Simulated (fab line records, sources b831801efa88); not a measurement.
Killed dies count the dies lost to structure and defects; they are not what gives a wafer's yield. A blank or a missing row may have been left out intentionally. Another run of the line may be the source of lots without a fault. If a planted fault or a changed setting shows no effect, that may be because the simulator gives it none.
Chamber matching / flow gf180mcu / GF_V3_CMP_04 on cmp-02 has 4 sister chambers
The step polishes SiO2. 8 wafers are shown with their chamber, then 7 later ones without.

== WAFERS WITH THEIR CHAMBER ==
wafer=L307.5; chamber=0; motor_current_A (A)=11.4; time_to_endpoint_s (s)=77
wafer=L308.5; chamber=0; motor_current_A (A)=11.5; time_to_endpoint_s (s)=80
wafer=L311.1; chamber=3; motor_current_A (A)=10.9; time_to_endpoint_s (s)=84
wafer=L311.6; chamber=1; motor_current_A (A)=10.4; time_to_endpoint_s (s)=88
wafer=L315.1; chamber=1; motor_current_A (A)=10.7; time_to_endpoint_s (s)=81
wafer=L315.4; chamber=2; motor_current_A (A)=11.9; time_to_endpoint_s (s)=84
wafer=L315.5; chamber=2; motor_current_A (A)=11.7; time_to_endpoint_s (s)=80
wafer=L316.4; chamber=3; motor_current_A (A)=11.3; time_to_endpoint_s (s)=89

== WAFERS MISSING THEIR CHAMBER ==
wafer=L316.5; motor_current_A (A)=11.7; time_to_endpoint_s (s)=82
wafer=L316.6; motor_current_A (A)=12.1; time_to_endpoint_s (s)=81
wafer=L318.1; motor_current_A (A)=11.7; time_to_endpoint_s (s)=73
wafer=L318.2; motor_current_A (A)=11.7; time_to_endpoint_s (s)=78
wafer=L318.4; motor_current_A (A)=10.5; time_to_endpoint_s (s)=85
wafer=L320.3; motor_current_A (A)=10.4; time_to_endpoint_s (s)=83
wafer=L320.5; motor_current_A (A)=12.0; time_to_endpoint_s (s)=82

== WHICH CHAMBER EACH ONE RAN IN ==
wafer=L316.5; from the rows above=can't be placed: 2 or 0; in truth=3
wafer=L316.6; from the rows above=can't be placed: 2 or 0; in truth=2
wafer=L318.1; from the rows above=can't be placed: 0 or 2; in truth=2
wafer=L318.2; from the rows above=can't be placed: 2 or 0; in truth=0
wafer=L318.4; from the rows above=1; in truth=1
wafer=L320.3; from the rows above=1; in truth=1
wafer=L320.5; from the rows above=can't be placed: 2 or 0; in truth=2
Correct placement for 2 of the 7. Cannot be placed on the basis of these rows: 5; the candidates contain the true chamber in 4. 0 placed wrongly.
How it was worked out, from the rows above alone: a wafer's distance from a chamber is the root of the sum, over the readings, of the square of ((its reading less the chamber's mean) divided by the reading's scatter). If the next closest chamber is less than 2 further off than the closest, the wafer can't be placed; otherwise it belongs to the closest. The mean given for a chamber averages the wafers shown for that chamber. The scatter: the root of (the sum of the squares of (reading less its chamber's mean) over the shown wafers, divided by (wafers less chambers)).
